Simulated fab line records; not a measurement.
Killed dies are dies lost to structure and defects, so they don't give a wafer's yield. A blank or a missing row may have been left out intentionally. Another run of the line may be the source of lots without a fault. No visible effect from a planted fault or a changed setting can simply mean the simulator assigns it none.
Which tool was responsible? / flow sky130 / 42 wafers from 14 lots sampled at 6 of the route's 708 steps

## WHAT THE GAUGES READ, wafer by wafer
SKY_VT_ADJUST_LVTN_TW_MEAS_21.
lot=L646; measured=day 7 18:50; on=filmMetro-03; VT_ADJUST_LVTN_2_TW=188.9 189.7 188.2
lot=L647; measured=day 7 23:30; on=filmMetro-04; VT_ADJUST_LVTN_2_TW=187.3 187.8 186.2
lot=L648; measured=day 8 05:44; on=filmMetro-03; VT_ADJUST_LVTN_2_TW=188.6 188.9 188.1
lot=L650; measured=day 8 16:41; on=filmMetro-01; VT_ADJUST_LVTN_2_TW=188.9 188.7 188.4
lot=L651; measured=day 9 04:08; on=filmMetro-04; VT_ADJUST_LVTN_2_TW=187.7 187.0 188.2
lot=L652; measured=day 9 10:38; on=filmMetro-04; VT_ADJUST_LVTN_2_TW=187.8 187.9 187.1
lot=L661; measured=day 12 04:56; on=filmMetro-01; VT_ADJUST_LVTN_2_TW=188.1 188.3 187.2
lot=L662; measured=day 12 10:54; on=filmMetro-03; VT_ADJUST_LVTN_2_TW=191.4 192.4 192.0
lot=L663; measured=day 12 16:26; on=filmMetro-03; VT_ADJUST_LVTN_2_TW=191.5 191.8 190.7
lot=L664; measured=day 13 00:08; on=filmMetro-03; VT_ADJUST_LVTN_2_TW=191.4 191.1 191.8
lot=L665; measured=day 13 13:11; on=filmMetro-04; VT_ADJUST_LVTN_2_TW=187.7 187.3 188.0
lot=L666; measured=day 13 19:33; on=filmMetro-01; VT_ADJUST_LVTN_2_TW=188.5 188.6 188.4
lot=L667; measured=day 13 20:22; on=filmMetro-01; VT_ADJUST_LVTN_2_TW=189.6 188.8 189.3
lot=L668; measured=day 14 08:54; on=filmMetro-04; VT_ADJUST_LVTN_2_TW=186.5 187.4 186.5

SKY_SONOS_TUNNEL_TW_MEAS_12.
lot=L646; measured=day 11 12:34; on=filmMetro-04; SONOS_TUNNEL_TW=197.7 195.8 196.6
lot=L647; measured=day 11 17:23; on=filmMetro-01; SONOS_TUNNEL_TW=200.0 197.4 198.5
lot=L648; measured=day 12 00:16; on=filmMetro-01; SONOS_TUNNEL_TW=197.4 196.9 197.7
lot=L650; measured=day 12 14:34; on=filmMetro-03; SONOS_TUNNEL_TW=200.9 202.1 200.8
lot=L651; measured=day 13 03:37; on=filmMetro-01; SONOS_TUNNEL_TW=30.0 30.2 30.4
lot=L652; measured=day 13 11:10; on=filmMetro-04; SONOS_TUNNEL_TW=29.9 30.1 29.9
lot=L661; measured=day 16 15:14; on=filmMetro-03; SONOS_TUNNEL_TW=202.4 202.5 202.4
lot=L662; measured=day 16 21:29; on=filmMetro-03; SONOS_TUNNEL_TW=201.7 202.0 202.0
lot=L663; measured=day 17 03:37; on=filmMetro-04; SONOS_TUNNEL_TW=196.0 196.8 195.3
lot=L664; measured=day 17 12:10; on=filmMetro-01; SONOS_TUNNEL_TW=197.9 199.2 197.0
lot=L665; measured=day 18 03:40; on=filmMetro-01; SONOS_TUNNEL_TW=197.4 197.3 197.8
lot=L666; measured=day 18 10:56; on=filmMetro-04; SONOS_TUNNEL_TW=196.1 195.9 196.8
lot=L667; measured=day 18 13:29; on=filmMetro-01; SONOS_TUNNEL_TW=196.9 197.9 196.3
lot=L668; measured=day 19 05:41; on=filmMetro-03; SONOS_TUNNEL_TW=201.7 201.0 200.8

SKY_LI_CONTACT_BOW_MEAS_03.
lot=L646; measured=day 28 15:23; on=filmMetro-04; LI_CONTACT_BOW (um)=46 49 51
lot=L647; measured=day 28 18:21; on=filmMetro-04; LI_CONTACT_BOW (um)=51 53 59
lot=L648; measured=day 28 14:00; on=filmMetro-04; LI_CONTACT_BOW (um)=45 50 56
lot=L650; measured=day 29 04:44; on=filmMetro-03; LI_CONTACT_BOW (um)=58 58 64
lot=L651; measured=day 29 21:20; on=filmMetro-04; LI_CONTACT_BOW (um)=18 16 20
lot=L652; measured=day 30 12:24; on=filmMetro-03; LI_CONTACT_BOW (um)=30 28 39
lot=L661; measured=day 33 07:38; on=filmMetro-04; LI_CONTACT_BOW (um)=50 55 56
lot=L662; measured=day 33 10:45; on=filmMetro-03; LI_CONTACT_BOW (um)=49 67 46
lot=L663; measured=day 33 13:30; on=filmMetro-02; LI_CONTACT_BOW (um)=57 49 56
lot=L664; measured=day 33 23:02; on=filmMetro-04; LI_CONTACT_BOW (um)=52 49 52
lot=L665; measured=day 34 15:11; on=filmMetro-03; LI_CONTACT_BOW (um)=66 63 60
lot=L666; measured=day 34 16:14; on=filmMetro-02; LI_CONTACT_BOW (um)=72 58 55
lot=L667; measured=day 35 02:19; on=filmMetro-04; LI_CONTACT_BOW (um)=55 60 58
lot=L668; measured=day 35 14:08; on=filmMetro-03; LI_CONTACT_BOW (um)=51 63 62

SKY_CONTACT_BOW_MEAS_05.
lot=L646; measured=day 30 23:00; on=filmMetro-02; CONTACT_BOW (um)=71 75 76
lot=L647; measured=day 31 03:22; on=filmMetro-04; CONTACT_BOW (um)=78 79 85
lot=L648; measured=day 30 22:08; on=filmMetro-01; CONTACT_BOW (um)=73 76 83
lot=L650; measured=day 31 11:18; on=filmMetro-02; CONTACT_BOW (um)=83 81 89
lot=L651; measured=day 32 04:27; on=filmMetro-02; CONTACT_BOW (um)=46 43 48
lot=L652; measured=day 32 19:52; on=filmMetro-02; CONTACT_BOW (um)=55 54 64
lot=L661; measured=day 35 15:50; on=filmMetro-01; CONTACT_BOW (um)=76 80 82
lot=L662; measured=day 35 19:05; on=filmMetro-04; CONTACT_BOW (um)=77 94 73
lot=L663; measured=day 35 21:05; on=filmMetro-01; CONTACT_BOW (um)=84 77 84
lot=L664; measured=day 36 07:08; on=filmMetro-01; CONTACT_BOW (um)=81 76 78
lot=L665; measured=day 37 00:07; on=filmMetro-04; CONTACT_BOW (um)=94 91 88
lot=L666; measured=day 37 01:38; on=filmMetro-04; CONTACT_BOW (um)=98 84 79
lot=L667; measured=day 37 10:11; on=filmMetro-01; CONTACT_BOW (um)=79 85 82
lot=L668; measured=day 37 22:59; on=filmMetro-04; CONTACT_BOW (um)=76 89 87

## TOOL THAT RAN EACH LOT (tool first, then ch and the chambers of the sampled wafers, then the start)
lot=L646; SKY_VT_ADJUST_PCH_STRIP_09=plasmaAsher-03 ch 0,1, day 10 11:52; SKY_CONTACT_CMP_04=cmp-01 ch 1,2, day 30 22:42
lot=L647; SKY_VT_ADJUST_PCH_STRIP_09=plasmaAsher-02 ch 0,1, day 10 16:50; SKY_CONTACT_CMP_04=cmp-01 ch 0,2,3, day 31 03:12
lot=L648; SKY_VT_ADJUST_PCH_STRIP_09=plasmaAsher-02 ch 0, day 10 23:23; SKY_CONTACT_CMP_04=cmp-02 ch 1,2, day 30 21:50
lot=L650; SKY_VT_ADJUST_PCH_STRIP_09=plasmaAsher-03 ch 0,1, day 11 12:52; SKY_CONTACT_CMP_04=cmp-02 ch 1,2,3, day 31 11:03
lot=L651; SKY_VT_ADJUST_PCH_STRIP_09=plasmaAsher-04 ch 0,1, day 12 01:44; SKY_CONTACT_CMP_04=cmp-02 ch 0,1,3, day 32 04:09
lot=L652; SKY_VT_ADJUST_PCH_STRIP_09=plasmaAsher-02 ch 0,1, day 12 09:29; SKY_CONTACT_CMP_04=cmp-02 ch 0,1,3, day 32 19:33
lot=L661; SKY_VT_ADJUST_PCH_STRIP_09=plasmaAsher-03 ch 0,1, day 15 11:17; SKY_CONTACT_CMP_04=cmp-01 ch 0,1,2, day 35 15:32
lot=L662; SKY_VT_ADJUST_PCH_STRIP_09=plasmaAsher-03 ch 0,1, day 15 16:29; SKY_CONTACT_CMP_04=cmp-02 ch 1,3, day 35 18:49
lot=L663; SKY_VT_ADJUST_PCH_STRIP_09=plasmaAsher-02 ch 0,1, day 15 21:47; SKY_CONTACT_CMP_04=cmp-01 ch 0,1,2, day 35 20:53
lot=L664; SKY_VT_ADJUST_PCH_STRIP_09=plasmaAsher-02 ch 0,1, day 16 07:07; SKY_CONTACT_CMP_04=cmp-01 ch 2,3, day 36 06:50
lot=L665; SKY_VT_ADJUST_PCH_STRIP_09=plasmaAsher-04 ch 0,1, day 16 21:56; SKY_CONTACT_CMP_04=cmp-01 ch 0,1,2, day 36 23:58
lot=L666; SKY_VT_ADJUST_PCH_STRIP_09=plasmaAsher-04 ch 0,1, day 17 04:46; SKY_CONTACT_CMP_04=cmp-02 ch 1,2,3, day 37 01:24
lot=L667; SKY_VT_ADJUST_PCH_STRIP_09=plasmaAsher-02 ch 0,1, day 17 06:40; SKY_CONTACT_CMP_04=cmp-01 ch 0,2, day 37 09:50
lot=L668; SKY_VT_ADJUST_PCH_STRIP_09=plasmaAsher-02 ch 0,1, day 17 22:10; SKY_CONTACT_CMP_04=cmp-02 ch 0,2, day 37 22:40
- SKY_VT_ADJUST_PCH_STRIP_09: strips in O2/N2.
- SKY_CONTACT_CMP_04: polishes SiO2.

## AS READ BY THE TOOLS THEMSELVES (means over the sampled wafers that have a number; for cases with no such wafer, the mark the record gives instead)
SKY_VT_ADJUST_PCH_STRIP_09.
lot=L646; tool=plasmaAsher-03; chamberPressureMTorr (mTorr)=1500.2; drypumpMotorCurrentA (A)=5.62; oesProductAu (a.u.)=0.723; stripTimeToEndpointS (s)=36.79
lot=L647; tool=plasmaAsher-02; chamberPressureMTorr (mTorr)=1500.4; drypumpMotorCurrentA (A)=5.35; oesProductAu (a.u.)=0.723; stripTimeToEndpointS (s)=36.95
lot=L648; tool=plasmaAsher-02; chamberPressureMTorr (mTorr)=1500.3; drypumpMotorCurrentA (A)=5.32; oesProductAu (a.u.)=0.724; stripTimeToEndpointS (s)=36.82
lot=L650; tool=plasmaAsher-03; chamberPressureMTorr (mTorr)=1500.9; drypumpMotorCurrentA (A)=5.61; oesProductAu (a.u.)=0.718; stripTimeToEndpointS (s)=36.76
lot=L651; tool=plasmaAsher-04; chamberPressureMTorr (mTorr)=-; drypumpMotorCurrentA (A)=-; oesProductAu (a.u.)=-; stripTimeToEndpointS (s)=-
lot=L652; tool=plasmaAsher-02; chamberPressureMTorr (mTorr)=-; drypumpMotorCurrentA (A)=-; oesProductAu (a.u.)=-; stripTimeToEndpointS (s)=-
lot=L661; tool=plasmaAsher-03; chamberPressureMTorr (mTorr)=1497.3; drypumpMotorCurrentA (A)=5.50; oesProductAu (a.u.)=0.721; stripTimeToEndpointS (s)=36.94
lot=L662; tool=plasmaAsher-03; chamberPressureMTorr (mTorr)=1499.9; drypumpMotorCurrentA (A)=5.49; oesProductAu (a.u.)=0.726; stripTimeToEndpointS (s)=36.83
lot=L663; tool=plasmaAsher-02; chamberPressureMTorr (mTorr)=1500.3; drypumpMotorCurrentA (A)=5.34; oesProductAu (a.u.)=0.724; stripTimeToEndpointS (s)=37.01
lot=L664; tool=plasmaAsher-02; chamberPressureMTorr (mTorr)=1500.6; drypumpMotorCurrentA (A)=5.37; oesProductAu (a.u.)=0.721; stripTimeToEndpointS (s)=36.82
lot=L665; tool=plasmaAsher-04; chamberPressureMTorr (mTorr)=1500.1; drypumpMotorCurrentA (A)=5.95; oesProductAu (a.u.)=0.721; stripTimeToEndpointS (s)=36.96
lot=L666; tool=plasmaAsher-04; chamberPressureMTorr (mTorr)=1499.9; drypumpMotorCurrentA (A)=5.94; oesProductAu (a.u.)=0.724; stripTimeToEndpointS (s)=36.76
lot=L667; tool=plasmaAsher-02; chamberPressureMTorr (mTorr)=1501.1; drypumpMotorCurrentA (A)=5.36; oesProductAu (a.u.)=0.726; stripTimeToEndpointS (s)=36.99
lot=L668; tool=plasmaAsher-02; chamberPressureMTorr (mTorr)=1500.4; drypumpMotorCurrentA (A)=5.30; oesProductAu (a.u.)=0.716; stripTimeToEndpointS (s)=37.11

SKY_CONTACT_CMP_04.
lot=L646; tool=cmp-01; motorCurrentA (A)=12.9; timeToEndpointS (s)=82
lot=L647; tool=cmp-01; motorCurrentA (A)=12.1; timeToEndpointS (s)=80
lot=L648; tool=cmp-02; motorCurrentA (A)=11.9; timeToEndpointS (s)=86
lot=L650; tool=cmp-02; motorCurrentA (A)=12.4; timeToEndpointS (s)=86
lot=L651; tool=cmp-02; motorCurrentA (A)=12.1; timeToEndpointS (s)=85
lot=L652; tool=cmp-02; motorCurrentA (A)=12.2; timeToEndpointS (s)=77
lot=L661; tool=cmp-01; motorCurrentA (A)=12.3; timeToEndpointS (s)=85
lot=L662; tool=cmp-02; motorCurrentA (A)=12.9; timeToEndpointS (s)=80
lot=L663; tool=cmp-01; motorCurrentA (A)=12.4; timeToEndpointS (s)=86
lot=L664; tool=cmp-01; motorCurrentA (A)=12.2; timeToEndpointS (s)=80
lot=L665; tool=cmp-01; motorCurrentA (A)=12.2; timeToEndpointS (s)=79
lot=L666; tool=cmp-02; motorCurrentA (A)=12.6; timeToEndpointS (s)=85
lot=L667; tool=cmp-01; motorCurrentA (A)=12.4; timeToEndpointS (s)=82
lot=L668; tool=cmp-02; motorCurrentA (A)=11.4; timeToEndpointS (s)=79

## THE ANSWER, worked out from the rows above alone
Rule: what is usual is taken from the lots themselves. Put in order of their means at a reading, lots are off if they are a third of the lots or fewer, leave a main group of 4 or more, and stand apart from it by a gap of 3 or more times the standard deviation of the main group's means; of several such gaps the widest counts. A main group is skipped when, at the precision printed for the reading in the tables above, its means are all equal. A lot without any number at a reading at which 4 lots or more have one is off too. The other lots that the step has rows for count as sound. The gauges are gone through in route order, then the tools' own readings, and for those a lot's mean is taken as printed above. The first step at which some lot is off is used, and at that step the reading that is off furthest; a lot without a number counts as furthest.
Off: L651, L652, at SKY_SONOS_TUNNEL_TW_MEAS_12 (SONOS_TUNNEL_TW). Mean 198.7 and standard deviation 2.2 in the main group.
A tool fits if, at a process step before that reading, it ran every lot that is off, and no sound lot after the first of them. Not tried: the gauges at SKY_SONOS_TUNNEL_TW_MEAS_12; whatever is off there is also off at SKY_CONTACT_BOW_MEAS_05, on other tools, and gauge error can't account for it. Not one of the candidates tried fits.

## WHAT THE SIMULATOR HAD INSERTED
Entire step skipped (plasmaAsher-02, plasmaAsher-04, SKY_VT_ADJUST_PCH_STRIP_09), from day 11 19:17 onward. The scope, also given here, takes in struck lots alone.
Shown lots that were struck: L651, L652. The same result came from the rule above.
